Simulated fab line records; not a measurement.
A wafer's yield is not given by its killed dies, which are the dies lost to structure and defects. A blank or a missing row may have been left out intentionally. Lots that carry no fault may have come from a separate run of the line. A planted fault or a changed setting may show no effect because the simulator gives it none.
fab line records + flow sky130
[record]
- lots = 11
- wafers = 33
- lastDay = 50
route steps=708 shown LI_CONTACT@375 CONTACT@406 PAD_OPEN@708
lots untouched by any fault: they come from a run of this same line in which no faults occurred
startH: the number of hours between the record's first day and the start of the first shown wafer of the lot + waitH: hours since the lot's step before + " the same as in the row above + L1.1+2: a row that stands for several wafers + - no value present, or no start provided + * or withheld: withheld + < > ~ a bound
route shown NAME@n: a module of which the file shows steps, and the number in the route of the first + usual: average and standard deviation across the fault-free wafers + same: alike in all rows + chamber/n: place in a boat + sites: per-site readings + _std_site: how widely they spread, as a standard deviation + _edge_site: outer sites' mean less inner sites' + radiusMm: how far each site lies from the wafer's centre + mask NAME#n: copy n + behind: tool/chamber where the wafer was last shaped + hold: why the lot was held/for how many hours/how that ended + device: transistor that didn't switch, given as n, p or np + end of line: at the end of the route, the tests of the same wafers + a step given without rows: its recipe and nothing more + killed: not the wafer's yield, but the dies lost to structure and defects at the first sort + map: dies across one wafer; x = killed, . = not, _ = none there
set.NAME: the setting as run; set.NAME@STEP: as run at that earlier step + model.NAME: the simulator's own value behind a step, which no gauge read
route steps across a sampled set of lots; one table per step, one row per wafer
services: a tool's chamber out of use, with start hour (startH, from the record's first day; less than 0 if before it), hours out, and reason
[[steps]]
[step SKY_LI_CONTACT_OVL_MEAS_13]
[usual]
- LI_CONTACT_OVL = -3/5.1
| lot.wafer | tool       | chamber | startH | waitH | LI_CONTACT_OVL[nm] |
|-----------|------------|---------|--------|-------|--------------------|
| L960.4    | overlay-01 | -       | 693.11 | 0.1   | -3                 |
| L960.5    | "          | -       | "      | "     | -4                 |
| L960.6    | "          | -       | "      | "     | -2                 |
| L959.2    | overlay-02 | -       | 695.27 | 0.1   | 4                  |
| L959.3    | "          | -       | "      | "     | 8                  |
| L959.4    | "          | -       | "      | "     | 7                  |
| L961.1    | overlay-01 | -       | 705.50 | 0.1   | 1                  |
| L961.2    | "          | -       | "      | "     | -3                 |
| L961.4    | "          | -       | "      | "     | -11                |
| L962.1    | overlay-01 | -       | 709.09 | 0.1   | -8                 |
| L962.2    | "          | -       | "      | "     | -8                 |
| L962.5    | "          | -       | "      | "     | -2                 |
| L964.2    | overlay-02 | -       | 722.91 | 0.1   | -4                 |
| L964.3    | "          | -       | "      | "     | -10                |
| L964.6    | "          | -       | "      | "     | -9                 |
| L965.1    | overlay-01 | -       | 732.65 | 0.1   | -11                |
| L965.3    | "          | -       | "      | "     | -3                 |
| L965.6    | "          | -       | "      | "     | -10                |
| L966.4    | overlay-01 | -       | 735.97 | 0.1   | -7                 |
| L966.5    | "          | -       | "      | "     | -3                 |
| L966.6    | "          | -       | "      | "     | -8                 |
| L967.4    | overlay-02 | -       | 744.66 | 0.1   | -12                |
| L967.5    | "          | -       | "      | "     | -7                 |
| L967.6    | "          | -       | "      | "     | -2                 |
| L979.1    | overlay-01 | -       | 830.20 | 0.1   | -4                 |
| L979.3    | "          | -       | "      | "     | -4                 |
| L979.4    | "          | -       | "      | "     | -6                 |
| L980.1    | overlay-01 | -       | 846.09 | 0.1   | -6                 |
| L980.3    | "          | -       | "      | "     | 0                  |
| L980.6    | "          | -       | "      | "     | 0                  |
| L981.1    | overlay-01 | -       | 853.66 | 0.1   | -2                 |
| L981.2    | "          | -       | "      | "     | -5                 |
| L981.3    | "          | -       | "      | "     | 2                  |
[step SKY_LI_CONTACT_STRIP_16]
[recipe]
- chemistry = O2/N2
- powerW = 1400
- pressureMtorr = 1500
- platenTempC = withheld
- o2FlowSccm = 3000
- n2FlowSccm = 300
- overashFraction = 0.5
[usual]
- drypumpMotorCurrentA = 5.67/0.17
- o2FlowSccm = 3000/9.1
- oesProductAu = 0.375/0.0049
- stripTimeToEndpointS = 3.483/0.027
| lot.wafer | tool           | chamber | startH | waitH | drypumpMotorCurrentA | o2FlowSccm | oesProductAu | rfHoursCounterH | stripTimeToEndpointS |
|-----------|----------------|---------|--------|-------|----------------------|------------|--------------|-----------------|----------------------|
| L960.4    | plasmaAsher-04 | 1       | 693.28 | -     | 5.85                 | 2995       | 0.375        | -               | 3.520                |
| L960.5    | "              | 1       | "      | "     | 5.87                 | 3005       | 0.363        | -               | 3.486                |
| L960.6    | "              | 0       | "      | "     | 5.75                 | 2999       | 0.373        | -               | 3.477                |
| L959.2    | plasmaAsher-03 | 0       | 695.43 | -     | 5.81                 | 2995       | 0.371        | 101             | 3.458                |
| L959.3    | "              | 0       | "      | "     | 5.81                 | 2999       | 0.375        | -               | 3.465                |
| L959.4    | "              | 1       | "      | "     | 5.43                 | 3006       | 0.376        | -               | 3.510                |
| L961.1    | plasmaAsher-01 | 1       | 705.67 | -     | 5.72                 | 2994       | 0.378        | 26              | 3.444                |
| L961.2    | "              | 0       | "      | "     | 5.50                 | 3000       | 0.373        | 26              | 3.402                |
| L961.4    | "              | 1       | "      | "     | 5.73                 | 3011       | 0.375        | -               | 3.425                |
| L962.1    | plasmaAsher-01 | 0       | 709.25 | -     | 5.50                 | 3000       | 0.372        | 27              | 3.484                |
| L962.2    | "              | 1       | "      | "     | 5.74                 | 3004       | 0.373        | 27              | 3.492                |
| L962.5    | "              | 0       | "      | "     | 5.48                 | 3007       | 0.368        | -               | 3.441                |
| L964.2    | plasmaAsher-04 | 0       | 723.07 | -     | 5.75                 | 3001       | 0.389        | 88              | 3.487                |
| L964.3    | "              | 0       | "      | "     | 5.74                 | 2988       | 0.370        | -               | 3.476                |
| L964.6    | "              | 1       | "      | "     | 5.89                 | 3001       | 0.372        | -               | 3.485                |
| L965.1    | plasmaAsher-04 | 1       | 732.82 | -     | 5.86                 | 2995       | 0.374        | 89              | 3.469                |
| L965.3    | "              | 1       | "      | "     | 5.85                 | 3016       | 0.376        | -               | 3.466                |
| L965.6    | "              | 1       | "      | "     | 5.84                 | 2996       | 0.371        | -               | 3.486                |
| L966.4    | plasmaAsher-01 | 1       | 736.15 | -     | 5.72                 | 3007       | 0.379        | -               | 3.490                |
| L966.5    | "              | 0       | "      | "     | 5.48                 | 3017       | 0.369        | -               | 3.497                |
| L966.6    | "              | 1       | "      | "     | 5.75                 | 2991       | 0.371        | -               | 3.463                |
| L967.4    | plasmaAsher-04 | 0       | 744.84 | -     | 5.74                 | 3007       | 0.377        | -               | 3.484                |
| L967.5    | "              | 1       | "      | "     | 5.84                 | 2985       | 0.378        | -               | 3.450                |
| L967.6    | "              | 0       | "      | "     | 5.75                 | 3000       | 0.377        | -               | 3.473                |
| L979.1    | plasmaAsher-04 | 0       | 830.37 | -     | 5.74                 | 3006       | 0.375        | 99              | 3.455                |
| L979.3    | "              | 1       | "      | "     | 5.85                 | 3013       | 0.372        | -               | 3.468                |
| L979.4    | "              | 0       | "      | "     | 5.75                 | 3013       | 0.377        | -               | 3.510                |
| L980.1    | plasmaAsher-03 | 0       | 846.26 | -     | 5.80                 | 2987       | 0.370        | 10              | 3.479                |
| L980.3    | "              | 1       | "      | "     | 5.39                 | 2996       | 0.377        | -               | 3.502                |
| L980.6    | "              | 0       | "      | "     | 5.82                 | 2981       | 0.386        | -               | 3.484                |
| L981.1    | plasmaAsher-01 | 0       | 853.82 | -     | 5.51                 | 3014       | 0.378        | 42              | 3.458                |
| L981.2    | "              | 1       | "      | "     | 5.74                 | 3013       | 0.369        | 42              | 3.491                |
| L981.3    | "              | 1       | "      | "     | 5.72                 | 2998       | 0.365        | -               | 3.438                |
[step SKY_CONTACT_CVD_00]
[recipe]
- material = Si3N4
- targetThkNm = 75
- tempC = 400
- timeS = withheld
- rfW = 450
[usual]
- heaterPowerOuterW = 381/42
- heaterPowerW = 653/55
| lot.wafer | tool     | chamber | startH | waitH | heaterPowerOuterW | heaterPowerW |
|-----------|----------|---------|--------|-------|-------------------|--------------|
| L960.4    | pecvd-01 | 1       | 722.91 | 0.0   | 331               | 583          |
| L960.5    | "        | 1       | "      | "     | 341               | 582          |
| L960.6    | "        | 0       | "      | "     | 402               | 678          |
| L959.2    | pecvd-04 | 2       | 725.63 | 0.0   | 390               | 656          |
| L959.3    | "        | 0       | "      | "     | 316               | 582          |
| L959.4    | "        | 1       | "      | "     | 453               | 706          |
| L961.1    | pecvd-02 | 2       | 735.53 | 0.0   | 359               | 642          |
| L961.2    | "        | 1       | "      | "     | 348               | 614          |
| L961.4    | "        | 2       | "      | "     | 365               | 658          |
| L962.1    | pecvd-04 | 2       | 739.74 | 0.0   | 385               | 641          |
| L962.2    | "        | 0       | "      | "     | 373               | 682          |
| L962.5    | "        | 1       | "      | "     | 406               | 639          |
| L964.2    | pecvd-04 | 2       | 752.29 | 0.0   | 371               | 622          |
| L964.3    | "        | 0       | "      | "     | 383               | 679          |
| L964.6    | "        | 2       | "      | "     | 368               | 599          |
| L965.1    | pecvd-02 | 2       | 763.05 | 0.0   | 363               | 643          |
| L965.3    | "        | 1       | "      | "     | 312               | 560          |
| L965.6    | "        | 1       | "      | "     | 314               | 559          |
| L966.4    | pecvd-04 | 0       | 765.34 | 0.0   | 398               | 711          |
| L966.5    | "        | 2       | "      | "     | 376               | 613          |
| L966.6    | "        | 1       | "      | "     | 370               | 618          |
| L966.4    | pecvd-04 | 0       | 765    | -     | 408               | 693          |
| L966.5    | "        | 2       | "      | "     | 365               | 616          |
| L966.6    | "        | 1       | "      | "     | 368               | 596          |
| L967.4    | pecvd-01 | 0       | 774.50 | 0.0   | 338               | 579          |
| L967.5    | "        | 1       | "      | "     | 394               | 674          |
| L967.6    | "        | 2       | "      | "     | 384               | 690          |
| L967.4    | pecvd-01 | 0       | 774    | -     | 346               | 590          |
| L967.5    | "        | 1       | "      | "     | 395               | 652          |
| L967.6    | "        | 2       | "      | "     | 386               | 683          |
| L979.1    | pecvd-01 | 1       | 858.59 | 0.0   | 396               | 662          |
| L979.3    | "        | 0       | "      | "     | 386               | 660          |
| L979.4    | "        | 0       | "      | "     | 371               | 633          |
| L980.1    | pecvd-04 | 0       | 874.88 | 0.0   | 384               | 665          |
| L980.3    | "        | 2       | "      | "     | 359               | 618          |
| L980.6    | "        | 1       | "      | "     | 404               | 641          |
| L981.1    | pecvd-02 | 0       | 882.33 | 0.0   | 434               | 690          |
| L981.2    | "        | 1       | "      | "     | 323               | 583          |
| L981.3    | "        | 2       | "      | "     | 352               | 633          |
[step SKY_CONTACT_THK_MEAS_01]
[recipe]
- reads = Si3N4_of_CONTACT_CVD_00
[usual]
- CONTACT_CVD_00_THK = 74.5/0.89
| lot.wafer | tool         | chamber | startH | waitH | CONTACT_CVD_00_THK[nm] |
|-----------|--------------|---------|--------|-------|------------------------|
| L960.4    | filmMetro-04 | -       | 722.97 | -     | 75.1                   |
| L960.5    | "            | -       | "      | "     | 75.3                   |
| L960.6    | "            | -       | "      | "     | 75.5                   |
| L959.2    | filmMetro-03 | -       | 725.68 | -     | 73.4                   |
| L959.3    | "            | -       | "      | "     | 73.7                   |
| L959.4    | "            | -       | "      | "     | 75.2                   |
| L961.1    | filmMetro-03 | -       | 735.57 | -     | 73.8                   |
| L961.2    | "            | -       | "      | "     | 73.6                   |
| L961.4    | "            | -       | "      | "     | 75.5                   |
| L962.1    | filmMetro-03 | -       | 739.77 | -     | 73.2                   |
| L962.2    | "            | -       | "      | "     | 72.9                   |
| L962.5    | "            | -       | "      | "     | 75.2                   |
| L964.2    | filmMetro-04 | -       | 752.33 | -     | 73.0                   |
| L964.3    | "            | -       | "      | "     | 73.5                   |
| L964.6    | "            | -       | "      | "     | 74.7                   |
| L965.1    | filmMetro-04 | -       | 763.08 | -     | 74.8                   |
| L965.3    | "            | -       | "      | "     | 74.7                   |
| L965.6    | "            | -       | "      | "     | 76.3                   |
| L966.4    | filmMetro-04 | -       | 765.59 | -     | 151.3                  |
| L966.5    | "            | -       | "      | "     | 149.7                  |
| L966.6    | "            | -       | "      | "     | 153.0                  |
| L967.4    | filmMetro-04 | -       | 774.74 | -     | 150.6                  |
| L967.5    | "            | -       | "      | "     | 150.0                  |
| L967.6    | "            | -       | "      | "     | 150.6                  |
| L979.1    | filmMetro-04 | -       | 858.63 | -     | 73.5                   |
| L979.3    | "            | -       | "      | "     | 74.4                   |
| L979.4    | "            | -       | "      | "     | 76.1                   |
| L980.1    | filmMetro-01 | -       | 874.91 | -     | 73.5                   |
| L980.3    | "            | -       | "      | "     | 73.4                   |
| L980.6    | "            | -       | "      | "     | 75.5                   |
| L981.1    | filmMetro-03 | -       | 882.36 | -     | 74.1                   |
| L981.2    | "            | -       | "      | "     | 73.9                   |
| L981.3    | "            | -       | "      | "     | 74.7                   |
[step SKY_CONTACT_CD_MEAS_14]
[recipe]
- targetCdNm = 170
[usual]
- cdNm = 169.9/1.8
| lot.wafer | tool     | chamber | startH | waitH | cdNm  |
|-----------|----------|---------|--------|-------|-------|
| L960.4    | cdSem-01 | -       | 751.03 | -     | 170.6 |
| L960.5    | "        | -       | "      | "     | 172.7 |
| L960.6    | "        | -       | "      | "     | 170.9 |
| L959.2    | cdSem-01 | -       | 753.94 | -     | 170.5 |
| L959.3    | "        | -       | "      | "     | 171.2 |
| L959.4    | "        | -       | "      | "     | 171.4 |
| L961.1    | cdSem-01 | -       | 763.92 | -     | 168.0 |
| L961.2    | "        | -       | "      | "     | 169.4 |
| L961.4    | "        | -       | "      | "     | 170.9 |
| L962.1    | cdSem-02 | -       | 767.62 | -     | 169.1 |
| L962.2    | "        | -       | "      | "     | 170.1 |
| L962.5    | "        | -       | "      | "     | 169.4 |
| L964.2    | cdSem-01 | -       | 779.14 | -     | 168.2 |
| L964.3    | "        | -       | "      | "     | 170.4 |
| L964.6    | "        | -       | "      | "     | 168.7 |
| L965.1    | cdSem-02 | -       | 790.62 | -     | 166.4 |
| L965.3    | "        | -       | "      | "     | 165.9 |
| L965.6    | "        | -       | "      | "     | 168.3 |
| L966.4    | cdSem-01 | -       | 792.53 | -     | 171.1 |
| L966.5    | "        | -       | "      | "     | 171.8 |
| L966.6    | "        | -       | "      | "     | 171.3 |
| L967.4    | cdSem-01 | -       | 802.03 | -     | 168.9 |
| L967.5    | "        | -       | "      | "     | 169.4 |
| L967.6    | "        | -       | "      | "     | 168.7 |
| L979.1    | cdSem-01 | -       | 884.22 | -     | 169.7 |
| L979.3    | "        | -       | "      | "     | 170.0 |
| L979.4    | "        | -       | "      | "     | 169.4 |
| L980.1    | cdSem-01 | -       | 900.82 | -     | 169.2 |
| L980.3    | "        | -       | "      | "     | 168.7 |
| L980.6    | "        | -       | "      | "     | 168.1 |
| L981.1    | cdSem-02 | -       | 908.52 | -     | 171.1 |
| L981.2    | "        | -       | "      | "     | 172.0 |
| L981.3    | "        | -       | "      | "     | 170.5 |
[step SKY_CONTACT_ETCH_18]
[recipe]
- target = Si3N4
- chemistry = CHF3/O2
- stopOn = TiN
- sourceW = 600
- biasW = 200
- pressureMtorr = 40
- chf3FlowSccm = 50
- O2_flow_sccm = 5
- timeS = 39
- targetDepthA = 750
[usual]
- drypumpMotorCurrentA = 5.8/0.46
- oesProductAu = 0.852/0.0072
- throttleValvePct = 8.792/0.0091
| lot.wafer | tool       | chamber | startH | waitH | drypumpMotorCurrentA | oesProductAu | rfHoursCounterH | throttleValvePct |
|-----------|------------|---------|--------|-------|----------------------|--------------|-----------------|------------------|
| L960.4    | rieDiel-01 | 1       | -      | -     | 5.2                  | 0.848        | 9               | 8.765            |
| L960.5    | "          | 2       | "      | "     | 5.2                  | 0.850        | -               | 8.783            |
| L960.6    | "          | 3       | "      | "     | 5.0                  | 0.857        | -               | 8.790            |
| L959.2    | rieDiel-02 | 3       | -      | -     | 6.1                  | 0.842        | 9               | 8.787            |
| L959.3    | "          | 1       | "      | "     | 6.6                  | 0.853        | 6               | 8.798            |
| L959.4    | "          | 2       | "      | "     | 5.9                  | 0.859        | 0               | 8.780            |
| L961.1    | rieDiel-02 | 0       | -      | -     | 6.2                  | 0.844        | 20              | 8.793            |
| L961.2    | "          | 3       | "      | "     | 6.1                  | 0.849        | 10              | 8.792            |
| L961.4    | "          | 1       | "      | "     | 6.6                  | 0.854        | 6               | 8.796            |
| L962.1    | rieDiel-01 | 3       | -      | -     | 5.1                  | 0.847        | 17              | 8.791            |
| L962.2    | "          | 1       | "      | "     | 5.2                  | 0.845        | 10              | 8.807            |
| L962.5    | "          | 0       | "      | "     | 5.7                  | 0.860        | -               | 8.779            |
| L964.2    | rieDiel-01 | 1       | -      | -     | 5.2                  | 0.836        | 10              | 8.796            |
| L964.3    | "          | 3       | "      | "     | 5.1                  | 0.846        | 17              | 8.797            |
| L964.6    | "          | 0       | "      | "     | 5.8                  | 0.852        | -               | 8.785            |
| L965.1    | rieDiel-02 | 2       | -      | -     | 5.9                  | 0.847        | 2               | 8.799            |
| L965.3    | "          | 3       | "      | "     | 6.2                  | 0.847        | 11              | 8.786            |
| L965.6    | "          | 3       | "      | "     | 6.2                  | 0.857        | -               | 8.801            |
| L966.4    | rieDiel-02 | 1       | -      | -     | 6.6                  | 0.998        | 7               | 8.826            |
| L966.5    | "          | 2       | "      | "     | 5.9                  | 1.003        | -               | 8.832            |
| L966.6    | "          | 3       | "      | "     | 6.1                  | 1.003        | -               | 8.828            |
| L967.4    | rieDiel-04 | 0       | -      | -     | 5.8                  | 0.992        | 14              | 8.809            |
| L967.5    | "          | 3       | "      | "     | 5.8                  | 0.982        | -               | 8.823            |
| L967.6    | "          | 2       | "      | "     | 5.8                  | 0.993        | -               | 8.822            |
| L979.1    | rieDiel-02 | 1       | -      | -     | 6.6                  | 0.855        | 9               | 8.805            |
| L979.3    | "          | 3       | "      | "     | 6.2                  | 0.849        | 14              | 8.795            |
| L979.4    | "          | 0       | "      | "     | 6.2                  | 0.862        | 23              | 8.779            |
| L980.1    | rieDiel-02 | 2       | -      | -     | 5.9                  | 0.846        | 5               | 8.796            |
| L980.3    | "          | 0       | "      | "     | 6.2                  | 0.841        | 23              | 8.790            |
| L980.6    | "          | 1       | "      | "     | 6.6                  | 0.855        | -               | 8.805            |
| L981.1    | rieDiel-04 | 2       | -      | -     | 5.9                  | 0.850        | 5               | 8.777            |
| L981.2    | "          | 1       | "      | "     | 5.1                  | 0.848        | 20              | 8.794            |
| L981.3    | "          | 0       | "      | "     | 5.7                  | 0.854        | 17              | 8.797            |
[step SKY_PAD_OPEN_PROBE_99]
[usual]
- killed_at_M0_to_M3 = 44/7
- killed_at_M4_up = 3.4/1.7
- killedAtContacts = 24/4.9
- killedAtFrontEnd = 15/4.5
- killedAtOther = 0.4/0.61
- killedDies = 86/9.7
- killedOnRim = 17/3.6
- killedOpen = 47/7.1
- killedShort = 39/6.1
[same]
- grossDies = 492
- killedAtBackSide = 0
| lot.wafer | tool      | chamber | startH  | waitH | killed_at_M0_to_M3 | killed_at_M4_up | killedAtContacts | killedAtFrontEnd | killedAtOther | killedDies | killedOnRim | killedOpen | killedShort |
|-----------|-----------|---------|---------|-------|--------------------|-----------------|------------------|------------------|---------------|------------|-------------|------------|-------------|
| L966.4    | prober-01 | -       | 1120.71 | 0.2   | 48                 | 6               | 427              | 11               | 0             | 492        | 96          | 54         | 38          |
| L966.5    | prober-01 | -       | 1120.76 | 0.2   | 41                 | 4               | 435              | 12               | 0             | 492        | 96          | 34         | 40          |
| L966.6    | prober-01 | -       | 1120.81 | 0.2   | 47                 | 2               | 427              | 15               | 1             | 492        | 96          | 49         | 40          |
| L967.4    | prober-02 | -       | 1127.14 | 0.2   | 52                 | 2               | 425              | 13               | 0             | 492        | 96          | 56         | 35          |
| L967.5    | prober-02 | -       | 1127.19 | 0.2   | 39                 | 4               | 435              | 14               | 0             | 492        | 96          | 43         | 38          |
| L967.6    | prober-02 | -       | 1127.24 | 0.2   | 55                 | 1               | 419              | 17               | 0             | 492        | 96          | 53         | 41          |
| L980.1    | prober-01 | -       | 1194.88 | 0.1   | 42                 | 4               | 22               | 14               | 0             | 82         | 17          | 40         | 42          |
| L980.3    | prober-01 | -       | 1194.98 | 0.2   | 51                 | 4               | 17               | 14               | 0             | 86         | 12          | 44         | 42          |
| L980.6    | prober-01 | -       | 1195.13 | 0.2   | 55                 | 2               | 20               | 10               | 0             | 87         | 18          | 40         | 47          |
// killed by level:class
L966.4 CONTACT:areaEtch=400 VIA1:geometricParticle:open=14 CONTACT:geometricParticle:open=13 CONTACT:geometricParticle:short=10 VIA3:geometricParticle:open=10 VIA2:geometricParticle:open=6 METAL2:geometricParticle:short=5 METAL1:geometricParticle:short=4
L966.5 CONTACT:areaEtch=418 CONTACT:geometricParticle:short=9 VIA1:geometricParticle:open=8 VIA1:geometricParticle:short=6 VIA2:geometricParticle:open=6 VIA3:geometricParticle:open=5 POLY_GATE:geometricParticle:short=4 METAL2:geometricParticle:short=4
L966.6 CONTACT:areaEtch=403 VIA1:geometricParticle:open=13 CONTACT:geometricParticle:open=9 CONTACT:geometricParticle:short=8 VIA1:geometricParticle:short=7 FIELD_ISO:geometricParticle:open=6 VIA2:geometricParticle:open=6 VIA3:geometricParticle:open=5
L967.4 CONTACT:areaEtch=400 VIA1:geometricParticle:open=13 VIA2:geometricParticle:open=10 VIA3:geometricParticle:open=8 CONTACT:geometricParticle:open=7 LI_CONTACT:geometricParticle:open=6 LOCAL_INTERCONNECT:geometricParticle:short=5 CONTACT:geometricParticle:short=5
L967.5 CONTACT:areaEtch=411 VIA1:geometricParticle:open=11 FIELD_ISO:geometricParticle:short=7 LOCAL_INTERCONNECT:geometricParticle:short=7 LI_CONTACT:geometricParticle:open=6 CONTACT:geometricParticle:open=6 VIA1:geometricParticle:short=6 VIA2:geometricParticle:open=6
L967.6 CONTACT:areaEtch=398 VIA1:geometricParticle:open=12 CONTACT:geometricParticle:open=11 VIA3:geometricParticle:open=8 VIA1:geometricParticle:short=7 VIA2:geometricParticle:short=7 VIA2:geometricParticle:open=6 METAL1:geometricParticle:short=5
L980.1 VIA1:geometricParticle:open=9 LOCAL_INTERCONNECT:geometricParticle:short=6 LI_CONTACT:geometricParticle:short=6 CONTACT:geometricParticle:open=6 METAL1:geometricParticle:short=6 VIA2:geometricParticle:open=6 VIA3:geometricParticle:open=5 POLY_GATE:geometricParticle:open=4
L980.3 VIA2:geometricParticle:open=11 CONTACT:geometricParticle:short=6 METAL1:geometricParticle:short=6 CONTACT:geometricParticle:open=5 METAL2:geometricParticle:short=5 VIA1:geometricParticle:open=5 VIA1:geometricParticle:short=5 POLY_GATE:geometricParticle:short=4
L980.6 VIA1:geometricParticle:open=11 METAL1:geometricParticle:short=8 VIA2:geometricParticle:open=8 CONTACT:geometricParticle:open=7 VIA1:geometricParticle:short=6 VIA3:geometricParticle:open=6 LI_CONTACT:geometricParticle:short=5 LOCAL_INTERCONNECT:geometricParticle:short=5
[[services]]
| tool           | chamber | startH | hours | kind   |
|----------------|---------|--------|-------|--------|
| pecvd-02       | -       | 683.20 | 5.5   | pm     |
| rieDiel-02     | 2       | 698.47 | -     | clean  |
| pecvd-01       | 2       | 710.00 | 8.7   | repair |
| pecvd-01       | -       | 721.97 | 0.9   | repair |
| rieDiel-02     | 0       | 725.64 | 8.3   | repair |
| rieDiel-02     | 2       | 728.48 | 14.6  | repair |
| plasmaAsher-03 | -       | 733.75 | 9.0   | pm     |
| rieDiel-02     | 1       | 735.44 | 3.3   | repair |
| pecvd-02       | -       | 750.29 | 0.6   | repair |
| plasmaAsher-03 | -       | 757.34 | 8.9   | repair |
| pecvd-01       | -       | 778.71 | 0.7   | repair |
| plasmaAsher-04 | -       | 779.63 | 7.0   | repair |
| plasmaAsher-03 | -       | 789.64 | 2.8   | pm     |
| pecvd-02       | -       | 789.75 | 2.8   | pm     |
| rieDiel-01     | 1       | 793.97 | 5.2   | repair |
| pecvd-01       | -       | 796.54 | 1.1   | repair |
| rieDiel-02     | 0       | 836.78 | 28.9  | repair |
| pecvd-02       | 1       | 839.13 | 1.9   | repair |
| pecvd-01       | 0       | 840.50 | 6.2   | repair |
| rieDiel-02     | -       | 842.66 | 2.6   | repair |
| plasmaAsher-04 | -       | 860.76 | 4.6   | repair |
| rieDiel-01     | 2       | 879.06 | 41.8  | repair |
| plasmaAsher-04 | -       | 899.08 | 2.8   | pm     |
| pecvd-04       | -       | 907.36 | 4.0   | repair |
[[key]]
[firstSign]
- step = SKY_CONTACT_CVD_00
- reading = visit
- direction = added
[effect]
- step = SKY_CONTACT_THK_MEAS_01
- reading = CONTACT_CVD_00_THK
- direction = up
- sigmas = 86
- usual = 74.5
- struck = 150.9
[effect]
- step = SKY_CONTACT_ETCH_18
- reading = oesProductAu
- direction = up
- sigmas = 20
- usual = 0.852
- struck = 0.995
[effect]
- step = SKY_PAD_OPEN_PROBE_99
- reading = killedAtContacts
- direction = up
- sigmas = 83
- usual = 24
- struck = 428
[moreKillsBornAt]
- SKY_CONTACT_ETCH_18@rieDiel-02 = 1221
- SKY_CONTACT_ETCH_18@rieDiel-04 = 1209
metAt SKY_CONTACT_CVD_00
struckLots L966,L967
laterRowsLeftOut L966.4,L966.5,L966.6,L967.4,L967.5,L967.6
testerLeftOut L966,L967
notActingAt SKY_LI_CONTACT_OVL_MEAS_13,SKY_LI_CONTACT_STRIP_16,SKY_CONTACT_CD_MEAS_14
[fault]
- kind = repeatedStepWhole
- tool = pecvd-01,pecvd-02,pecvd-04
- chamber = -
- onsetH = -
- steps = SKY_CONTACT_CVD_00
- times = 1
- scope = struckLotsOnly
// testerLeftOut: of these lots the tester's yield and bins aren't shown, on N5 and GAA mostly nor the transistor test; their killed dies are dies lost to structure and defects alone, not to doping, threshold or leakage, so they don't give the yield
// laterRowsLeftOut: the simulator's readings of these wafers behind a module that went badly wrong aren't trusted and aren't shown, but for the sort
